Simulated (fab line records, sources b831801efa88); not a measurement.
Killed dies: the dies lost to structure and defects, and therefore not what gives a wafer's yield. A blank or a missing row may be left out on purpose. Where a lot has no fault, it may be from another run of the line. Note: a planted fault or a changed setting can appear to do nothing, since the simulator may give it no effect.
fab line records -- flow sky130
[record] lots = 15, wafers = 45, lastDay = 50
route steps=708 shown VT_ADJUST_HVTR@140
lots that met no fault: taken from a fault-free run of the same line
startH: hours from the record's first day to the start of the lot's first wafer shown -- waitH: how many hours have passed since the lot's step before this one -- " repeats the value in the row above -- L1.1+2: one row covering several wafers at once -- - no value, or no start was given -- * or withheld: withheld -- < > ~ a bound
route shown NAME@n: NAME is a module with steps in the file, n the number in the route of the first one -- usual: mean and standard deviation over wafers with no fault -- same: alike in all rows -- chamber/n: place in a boat -- sites: per-site readings -- _std_site: their standard deviation -- _edge_site: inner sites' mean taken away from outer sites' mean -- radiusMm: how far each site lies from the wafer's centre -- mask NAME#n: copy n -- behind: the most recent tool/chamber to have shaped the wafer -- hold: what put the lot on hold/how long, in hours/how the hold closed -- device: which transistor (n, p or np) failed to switch -- end of line: the tests these same wafers got at the end of their route -- a step given without rows: its recipe and nothing more -- killed: count of dies lost to structure and defects at first sort (not the wafer's yield) -- map: per-die view of a wafer (x killed, . not killed, _ where there is no die)
set.NAME: the setting that was run; set.NAME@STEP: the one run at that earlier step -- model.NAME: the simulator's own value behind a step, which no gauge read
the route's steps for a sample of lots (tables are steps, rows are wafers)
services: a tool's chamber out of use, with start hour (startH, from the record's first day; less than 0 if before it), hours out, and reason
[[steps]]
[step SKY_VT_ADJUST_HVTR_IMPLANT_09]
[recipe] species = B, energyKev = 10, doseCm2 = 2.1e+12, tiltDeg = withheld
[usual] beamEnergyKeV = 10.000/0.0034, beamOnS = 10.00/0.2
lot.wafer,tool,chamber,startH,waitH,beamEnergyKeV,beamOnS
L878.3,implanter-03,0,207.65,0.1,10.005,10.10
L878.5,implanter-03,0,207.65,0.1,10.003,9.90
L878.6,implanter-03,0,207.65,0.1,10.004,9.74
L879.1,implanter-04,0,222.91,0.0,9.994,10.14
L879.2,implanter-04,0,222.91,0.0,10.000,9.95
L879.4,implanter-04,0,222.91,0.0,9.995,9.97
L881.3,implanter-02,0,233.30,0.1,9.998,10.06
L881.4,implanter-02,0,233.30,0.1,9.997,10.23
L881.5,implanter-02,0,233.30,0.1,9.998,10.32
L882.2,implanter-02,0,241.41,0.0,10.006,9.80
L882.3,implanter-02,0,241.41,0.0,10.001,9.72
L882.5,implanter-02,0,241.41,0.0,9.998,10.11
L889.3,implanter-03,-,284.45,0.1,-,-
L889.4,implanter-03,-,284.45,0.1,-,-
L889.5,implanter-03,-,284.45,0.1,-,-
L890.1,implanter-02,-,293.10,0.0,-,-
L890.3,implanter-02,-,293.10,0.0,-,-
L890.6,implanter-02,-,293.10,0.0,-,-
L891.1,implanter-04,-,296.97,0.0,-,-
L891.2,implanter-04,-,296.97,0.0,-,-
L891.3,implanter-04,-,296.97,0.0,-,-
L892.1,implanter-02,0,308.30,0.0,10.000,9.90
L892.3,implanter-02,0,308.30,0.0,10.001,9.56
L892.4,implanter-02,0,308.30,0.0,9.994,10.06
L893.2,implanter-02,0,318.06,0.0,10.003,9.93
L893.5,implanter-02,0,318.06,0.0,10.003,10.02
L893.6,implanter-02,0,318.06,0.0,10.000,10.11
L895.3,implanter-03,0,325.51,0.1,10.000,10.07
L895.4,implanter-03,0,325.51,0.1,9.999,10.08
L895.5,implanter-03,0,325.51,0.1,10.001,10.04
L896.3,implanter-02,0,334.38,0.1,9.999,10.18
L896.4,implanter-02,0,334.38,0.1,10.006,10.25
L896.5,implanter-02,0,334.38,0.1,9.999,10.14
L897.1,implanter-04,0,342.25,0.0,10.005,10.33
L897.5,implanter-04,0,342.25,0.0,10.001,10.06
L897.6,implanter-04,0,342.25,0.0,10.009,9.75
L898.1,implanter-03,0,353.63,0.0,10.000,9.89
L898.2,implanter-03,0,353.63,0.0,10.007,10.03
L898.5,implanter-03,0,353.63,0.0,10.009,10.06
L900.2,implanter-03,0,368.13,0.0,9.995,9.81
L900.4,implanter-03,0,368.13,0.0,9.992,9.67
L900.5,implanter-03,0,368.13,0.0,9.995,10.06
L901.4,implanter-02,0,375.28,0.1,9.997,9.91
L901.5,implanter-02,0,375.28,0.1,9.998,9.99
L901.6,implanter-02,0,375.28,0.1,9.998,10.34
[step SKY_VT_ADJUST_HVTR_TW_MEAS_11]
[usual] VT_ADJUST_HVTR_TW = 208.6/0.91
lot.wafer,tool,chamber,startH,waitH,VT_ADJUST_HVTR_TW
L878.3,filmMetro-03,-,207.87,0.1,210.6
L878.5,filmMetro-03,-,207.87,0.1,208.7
L878.6,filmMetro-03,-,207.87,0.1,209.0
L879.1,filmMetro-03,-,223.16,0.1,208.0
L879.2,filmMetro-03,-,223.16,0.1,209.1
L879.4,filmMetro-03,-,223.16,0.1,208.4
L881.3,filmMetro-04,-,233.52,0.1,210.5
L881.4,filmMetro-04,-,233.52,0.1,209.4
L881.5,filmMetro-04,-,233.52,0.1,209.4
L882.2,filmMetro-03,-,241.64,0.1,207.2
L882.3,filmMetro-03,-,241.64,0.1,207.8
L882.5,filmMetro-03,-,241.64,0.1,207.2
L889.3,filmMetro-03,-,284.67,0.1,29.7
L889.4,filmMetro-03,-,284.67,0.1,29.8
L889.5,filmMetro-03,-,284.67,0.1,29.8
L890.1,filmMetro-04,-,293.35,0.1,29.6
L890.3,filmMetro-04,-,293.35,0.1,29.9
L890.6,filmMetro-04,-,293.35,0.1,29.8
L891.1,filmMetro-03,-,297.22,0.1,29.6
L891.2,filmMetro-03,-,297.22,0.1,29.6
L891.3,filmMetro-03,-,297.22,0.1,29.6
L892.1,filmMetro-04,-,308.55,0.1,209.0
L892.3,filmMetro-04,-,308.55,0.1,208.5
L892.4,filmMetro-04,-,308.55,0.1,208.7
L893.2,filmMetro-04,-,318.29,0.1,207.5
L893.5,filmMetro-04,-,318.29,0.1,209.0
L893.6,filmMetro-04,-,318.29,0.1,208.5
L895.3,filmMetro-04,-,325.73,0.1,208.1
L895.4,filmMetro-04,-,325.73,0.1,208.3
L895.5,filmMetro-04,-,325.73,0.1,207.8
L896.3,filmMetro-04,-,334.60,0.1,208.5
L896.4,filmMetro-04,-,334.60,0.1,208.5
L896.5,filmMetro-04,-,334.60,0.1,209.3
L897.1,filmMetro-01,-,342.50,0.1,210.1
L897.5,filmMetro-01,-,342.50,0.1,210.9
L897.6,filmMetro-01,-,342.50,0.1,210.1
L898.1,filmMetro-04,-,353.88,0.1,208.6
L898.2,filmMetro-04,-,353.88,0.1,208.8
L898.5,filmMetro-04,-,353.88,0.1,209.7
L900.2,filmMetro-04,-,368.36,0.1,210.9
L900.4,filmMetro-04,-,368.36,0.1,208.1
L900.5,filmMetro-04,-,368.36,0.1,209.8
L901.4,filmMetro-03,-,375.48,0.1,208.6
L901.5,filmMetro-03,-,375.48,0.1,209.0
L901.6,filmMetro-03,-,375.48,0.1,208.8
[[services]]
tool,chamber,startH,hours,kind
implanter-02,-,197.42,2.1,repair
implanter-03,-,241.00,1.8,repair
implanter-03,-,263.39,1.2,repair
implanter-02,-,301.66,3.0,repair
implanter-02,-,304.62,3.6,pm
implanter-02,-,309.41,1.6,repair
implanter-04,-,366.76,2.1,repair
[[key]]
[firstSign] step = SKY_VT_ADJUST_HVTR_IMPLANT_09, reading = toolRecord, direction = missing
[effect] step = SKY_VT_ADJUST_HVTR_TW_MEAS_11, reading = VT_ADJUST_HVTR_TW, direction = down, sigmas = 99+, usual = 208.6, struck = 29.7
metAt SKY_VT_ADJUST_HVTR_IMPLANT_09
struckLots L889,L890,L891
laterRowsLeftOut L889.3,L889.4,L889.5,L890.1,L890.3,L890.6,L891.1,L891.2,L891.3
sortLeftOut L889.3,L889.4,L889.5,L890.1,L890.3,L890.6,L891.1,L891.2,L891.3
testerLeftOut L889,L890,L891
onsetBetween 241.41 284.45
[fault] kind = skippedStepWhole, tool = implanter-02,implanter-03,implanter-04, chamber = -, onsetH = 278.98, steps = SKY_VT_ADJUST_HVTR_IMPLANT_09, scope = struckLotsOnly
// testerLeftOut: of these lots the tester's yield and bins aren't shown, on N5 and GAA mostly nor the transistor test; their killed dies are dies lost to structure and defects alone, not to doping, threshold or leakage, so they don't give the yield
// sortLeftOut: the simulated sort isn't trusted on such a fault, so these wafers' sort isn't shown, and their yield isn't known
// laterRowsLeftOut: the simulator's readings of these wafers behind a module that went badly wrong aren't trusted and aren't shown, but for the sort
